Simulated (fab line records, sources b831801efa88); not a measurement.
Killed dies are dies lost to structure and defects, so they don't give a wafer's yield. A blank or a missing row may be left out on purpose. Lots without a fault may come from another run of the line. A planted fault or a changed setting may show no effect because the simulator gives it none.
One fault seen from 2 desks | flow sfq_line | each desk has only its own numbers; what lay behind them comes last

THE METROLOGY DESK
What the gauges read, lot by lot, whatever tool the lot ran on: means of the sampled wafers that have a number. A lot is out of limits, marked OUT, if its mean lies more than 4 standard deviations from the usual mean; the brackets give that distance.
Columns: A = M2_NB_RS at SFQ_M2_RS_MEAS_914, usual 0.893 ohm/sq; B = M8_BOW at SFQ_M8_BOW_MEAS_951, usual 8 um
lot  | first seen here | A                | B
L907 | day 25 20:35    | 0.882            | 23
L908 | day 25 22:19    | 0.888            | 6
L911 | day 27 09:16    | 0.893            | 23
L916 | day 29 04:45    | 0.941 (+5.1) OUT | 14
L918 | day 29 23:53    | 0.893            | -2
L921 | day 31 07:47    | 0.905            | 14
L923 | day 31 22:14    | 0.899            | 6
L924 | day 32 05:22    | 0.902            | 0
L925 | day 34 03:00    | 0.888            | 7
L928 | day 40 01:04    | 0.895            | 4
L929 | day 40 10:38    | 0.880            | -2
This desk's finding: out of limits on L916; first on L916, day 29 04:45 (M2_NB_RS at SFQ_M2_RS_MEAS_914). In limits: L907, L908, L911, L918, L921, L923, L924, L925, L928, L929.

THE TOOL OWNER'S DESK: pvd_sputter-06
The tool's own readings at SFQ_TRILAYER_M2_DEP_SPUTTER_055 (material Nb, target thk 200 nm, time 133.3 s): means of the sampled wafers that have a number, for each lot that ran on this tool. A lot is out of limits, marked OUT, if its mean lies more than 4 standard deviations from the usual mean; the brackets give that distance.
Columns: A = chamber_pressure_pa at SFQ_TRILAYER_M2_DEP_SPUTTER_055, usual 0.13329 Pa; B = throttle_valve_pct at SFQ_TRILAYER_M2_DEP_SPUTTER_055, usual 29.9 %
lot  | first seen here | A       | B
L911 | day 27 09:10    | 0.13323 | 30.3
L916 | day 29 04:36    | 0.13318 | 30.5
This desk's finding: nothing out of limits on any of the 2 lots.

PUT TOGETHER
The metrology desk could have raised an alarm at day 29 04:45, on L916.
The tool owner's desk saw nothing out of limits.
The tool owner's desk has L916 on record, within its limits.
Of the lots named, all ran SFQ_TRILAYER_M2_DEP_SPUTTER_055 on pvd_sputter-06.

WHAT THE SIMULATOR HAD PUT IN
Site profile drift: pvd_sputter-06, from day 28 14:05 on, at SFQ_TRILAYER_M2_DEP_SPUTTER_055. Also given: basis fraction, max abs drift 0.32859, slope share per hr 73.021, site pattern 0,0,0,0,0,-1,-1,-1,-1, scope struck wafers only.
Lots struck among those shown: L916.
Hours from the fault's start to each desk's first reading out of limits: the metrology desk, 15.
